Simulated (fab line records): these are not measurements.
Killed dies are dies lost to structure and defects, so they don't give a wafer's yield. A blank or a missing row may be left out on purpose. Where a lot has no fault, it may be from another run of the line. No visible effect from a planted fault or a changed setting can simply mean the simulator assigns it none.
Code-filled problem report in 8D (eight disciplines) form    flow sky130    the parts of the form that need people (team, actions taken, sign-off) are left out

## 1. WHAT IS WRONG
biasW at SKY_CAP2M_METAL_ETCH_13 reads a mean of 50.06 W on 6 wafers of 2 lots; wafers without a fault read 48.50 W with a standard deviation of 0.14. That is +11 standard deviations from the usual mean.
The step: etches TiN in Cl2/BCl3, stops on SiO2, target depth 220 nm, time 62.9 s.
The first sign was on wafer L864.2 at day 44 12:59, on rieMetal-03. The record has a number at this step for 18 wafers belonging to 6 lots. Rule for "out" (also "out of limits"): further than 4 standard deviations from the usual mean. The other wafers with a number count as sound.

## 2. WHAT THIS IS AND IS NOT
question                     is                      is not
which readings at this step  biasW                   drypumpMotorCurrentA, oesProductAu, rfFwdPowerW, throttleValvePct
which lots                   L864, L866              L851, L855, L861, L871
which wafers of those lots   all that have a number  -
read on which tools          rieMetal-03             rieMetal-01, rieMetal-04
when                         from day 44 12:59       up to then (9 sound wafers); but 3 sound wafers of L871 came after

## 3. WHAT RULES OUT EACH SUSPECT
Counting: a tool at a process step up to the reading stays a suspect if it ran every lot that is out and no sound lot after the first of them.
- rieMetal-03 at SKY_CAP2M_METAL_ETCH_13 (etches TiN in Cl2/BCl3, stops on SiO2, target depth 220 nm, time 62.9 s): kept. It processed each lot that is out, first L864 at day 44 12:59, and no sound lot thereafter; up to then, the last sound lot it processed was L855 at day 41 14:38. Its own biasW readings are out on those wafers.
Remaining after the count: rieMetal-03 at SKY_CAP2M_METAL_ETCH_13.

## 4. THE CAUSE (what the simulator had put in)
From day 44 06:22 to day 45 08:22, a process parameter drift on rieMetal-03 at SKY_CAP2M_METAL_ETCH_13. Setting biasW shifted by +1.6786 from 48.5. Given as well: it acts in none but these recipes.
After counting, this tool was the only one left.

## 5. SEQUENCE OF EFFECTS, ordered by route
Each row: a reading where the mean over the struck wafers with a number is more than 3 standard deviations away from the usual. Scope: only readings with a usual standard deviation given in the record; hours: median across lots of the time from each lot's start at the first step in this table that gives one to its start at this step; sigmas: change in usual standard deviations.
hours  step                     reading  usual    on struck wafers  change  sigmas
0      SKY_CAP2M_METAL_ETCH_13  biasW    48.50 W  50.06             +1.56   +11
Its process steps:
- SKY_CAP2M_METAL_ETCH_13: etches TiN in Cl2/BCl3, stops on SiO2, target depth 220 nm, time 62.9 s.
Later measuring or inspecting steps at which every struck wafer that the step has a row for has a number for every such reading, and none has moved that far: SKY_METAL4_CD_MEAS_13, SKY_METAL4_OVL_MEAS_14.

## 6. WHAT WOULD HAVE CAUGHT IT SOONER
In this record the first reading out of limits was taken at day 44 12:59, 7 hours after the fault began at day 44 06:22.
